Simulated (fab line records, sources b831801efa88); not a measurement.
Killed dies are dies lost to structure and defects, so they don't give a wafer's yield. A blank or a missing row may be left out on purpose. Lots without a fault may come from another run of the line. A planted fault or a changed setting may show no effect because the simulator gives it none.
Which tool did it? | flow sky130 | 13 lots, 39 wafers sampled, at 5 steps of a route of 708

WHAT THE GAUGES READ, wafer by wafer
SKY_VT_ADJUST_PCH_OVL_MEAS_07.
lot  | measured     | on         | VT_ADJUST_PCH_OVL (nm)
L462 | day 10 16:52 | overlay-01 | 0.0 -3.9 -3.0
L464 | day 11 07:06 | overlay-01 | 0.5 0.7 -0.2
L467 | day 12 01:55 | overlay-01 | -2.7 -0.1 -1.2
L469 | day 13 01:57 | overlay-02 | 1.7 1.6 1.2
L471 | day 14 05:27 | overlay-02 | -1.0 -0.8 0.3
L472 | day 14 07:14 | overlay-02 | 1.3 -0.5 0.5
L474 | day 14 12:12 | overlay-02 | 4.4 1.5 2.7
L473 | day 14 12:56 | overlay-01 | 0.1 -1.1 -0.9
L475 | day 14 22:01 | overlay-01 | 1.6 2.1 -0.3
L476 | day 15 05:07 | overlay-01 | -0.9 0.4 0.7
L478 | day 15 16:05 | overlay-01 | 261.0 260.6 259.6 259.7 259.4 258.2
L481 | day 16 20:02 | overlay-01 | 261.0 262.0 261.7 260.0 260.8 260.2
L485 | day 18 04:12 | overlay-02 | 0.7 0.4 -1.0

SKY_LDD_N_TW_MEAS_17.
lot  | measured     | on            | LDD_N_TW
L462 | day 17 23:49 | film_metro-04 | 2562 2551 2562
L464 | day 18 18:55 | film_metro-01 | 2605 2601 2610
L467 | day 20 04:50 | film_metro-04 | 2559 2548 2548
L469 | day 21 02:14 | film_metro-04 | 2544 2539 2538
L471 | day 22 08:33 | film_metro-02 | 2566 2563 2578
L472 | day 22 13:10 | film_metro-01 | 2602 2601 2602
L474 | day 22 15:38 | film_metro-01 | 2606 2577 2598
L473 | day 22 20:24 | film_metro-01 | 2600 2613 2586
L475 | day 23 06:07 | film_metro-02 | 2566 2560 2576
L476 | day 23 12:09 | film_metro-04 | 2552 2532 2545
L485 | day 26 08:54 | film_metro-01 | 2606 2622 2606

SKY_LDD_HVP_OVL_MEAS_07.
lot  | measured     | on         | LDD_HVP_OVL (nm)
L462 | day 21 19:49 | overlay-02 | -1.4 -1.3 -0.1
L464 | day 22 16:08 | overlay-01 | 1.8 0.0 -1.5
L467 | day 24 02:44 | overlay-02 | 0.2 0.8 0.7
L469 | day 24 23:06 | overlay-02 | 2.0 0.2 1.1
L471 | day 26 04:30 | overlay-01 | -2.7 -0.9 -0.4
L472 | day 26 09:43 | overlay-01 | -0.9 -1.3 -2.3
L474 | day 26 11:53 | overlay-01 | 0.2 0.8 0.9
L473 | day 26 15:14 | overlay-01 | 0.0 0.5 -0.6
L475 | day 27 01:36 | overlay-02 | -0.2 0.5 0.0
L476 | day 27 06:57 | overlay-01 | -3.1 -2.4 -2.3
L485 | day 30 00:19 | overlay-01 | 2.0 1.1 -1.8

WHICH TOOL RAN EACH LOT (tool, then ch and the chambers of the sampled wafers, then the start)
lot  | SKY_VT_ADJUST_PCH_EXPOSE_04         | SKY_LDD_HVN_STRIP_09
L462 | iline_stepper-02 ch 0, day 10 05:17 | plasma_asher-01 ch 0,1, day 20 13:04
L464 | iline_stepper-02 ch 0, day 10 19:42 | plasma_asher-02 ch 0,1, day 21 08:57
L467 | iline_stepper-02 ch 0, day 11 13:45 | plasma_asher-01 ch 0,1, day 22 20:08
L469 | iline_stepper-02 ch 0, day 12 13:10 | plasma_asher-01 ch 0,1, day 23 16:37
L471 | iline_stepper-01 ch 0, day 13 17:13 | plasma_asher-01 ch 1, day 24 22:02
L472 | iline_stepper-02 ch 0, day 13 18:23 | plasma_asher-01 ch 0,1, day 25 02:28
L474 | iline_stepper-01 ch 0, day 13 23:08 | plasma_asher-02 ch 0,1, day 25 05:40
L473 | iline_stepper-02 ch 0, day 14 00:14 | plasma_asher-01 ch 0,1, day 25 09:26
L475 | iline_stepper-01 ch 0, day 14 09:01 | plasma_asher-02 ch 0,1, day 25 19:40
L476 | iline_stepper-01 ch 0, day 14 15:39 | plasma_asher-02 ch 1, day 26 01:54
L478 | iline_stepper-02 ch 0, day 15 02:31 | -
L481 | iline_stepper-02 ch 0, day 16 06:14 | -
L485 | iline_stepper-01 ch 0, day 17 13:25 | plasma_asher-02 ch 0,1, day 28 19:57
- SKY_VT_ADJUST_PCH_EXPOSE_04: exposes mask NWM, target cd 840 nm.
- SKY_LDD_HVN_STRIP_09: strips in O2/N2.

WHAT THE TOOLS THEMSELVES READ (means of the sampled wafers that have a number; where no wafer has one, the mark that the record gives instead)
SKY_LDD_HVN_STRIP_09.
lot  | tool            | drypump_motor_current_A (A) | oes_product_au (a.u.) | strip_time_to_endpoint_s (s)
L462 | plasma_asher-01 | 5.8                         | 0.405                 | 4.151
L464 | plasma_asher-02 | 5.4                         | 0.410                 | 4.148
L467 | plasma_asher-01 | 5.6                         | 0.404                 | 4.134
L469 | plasma_asher-01 | 5.8                         | 0.410                 | 4.136
L471 | plasma_asher-01 | 5.5                         | 0.410                 | 4.133
L472 | plasma_asher-01 | 5.7                         | 0.406                 | 4.137
L474 | plasma_asher-02 | 5.8                         | 0.410                 | 4.136
L473 | plasma_asher-01 | 5.8                         | 0.409                 | 4.142
L475 | plasma_asher-02 | 5.8                         | 0.407                 | 4.128
L476 | plasma_asher-02 | 6.2                         | 0.412                 | 4.125
L485 | plasma_asher-02 | 5.8                         | 0.411                 | 4.134

THE ANSWER, worked out from the rows above alone
Rule: what is usual is taken from the lots themselves. Put in order of their means at a reading, lots are off if they are a third of the lots or fewer, leave a main group of 4 or more, and stand apart from it by a gap of 3 or more times the standard deviation of the main group's means; of several such gaps the widest counts. A main group whose means are all the same, to the digits that the tables above print for the reading, isn't used. A lot without any number at a reading at which 4 lots or more have one is off too. The other lots that the step has rows for count as sound. The gauges are gone through in route order, then the tools' own readings, and for those a lot's mean is taken as printed above. The first step at which some lot is off is used, and at that step the reading that is off furthest; a lot without a number counts as furthest.
Off: L478, L481, at SKY_VT_ADJUST_PCH_OVL_MEAS_07 (VT_ADJUST_PCH_OVL). The main group: mean 0.1 nm, standard deviation 1.3.
A tool fits if, at a process step before that reading, it ran every lot that is off, and no sound lot after the first of them. The gauges at SKY_VT_ADJUST_PCH_OVL_MEAS_07 are tried like those tools. Can't be told from this: 2 tools fit, iline_stepper-02 at SKY_VT_ADJUST_PCH_EXPOSE_04, overlay-01 at SKY_VT_ADJUST_PCH_OVL_MEAS_07.

WHAT THE SIMULATOR HAD PUT IN
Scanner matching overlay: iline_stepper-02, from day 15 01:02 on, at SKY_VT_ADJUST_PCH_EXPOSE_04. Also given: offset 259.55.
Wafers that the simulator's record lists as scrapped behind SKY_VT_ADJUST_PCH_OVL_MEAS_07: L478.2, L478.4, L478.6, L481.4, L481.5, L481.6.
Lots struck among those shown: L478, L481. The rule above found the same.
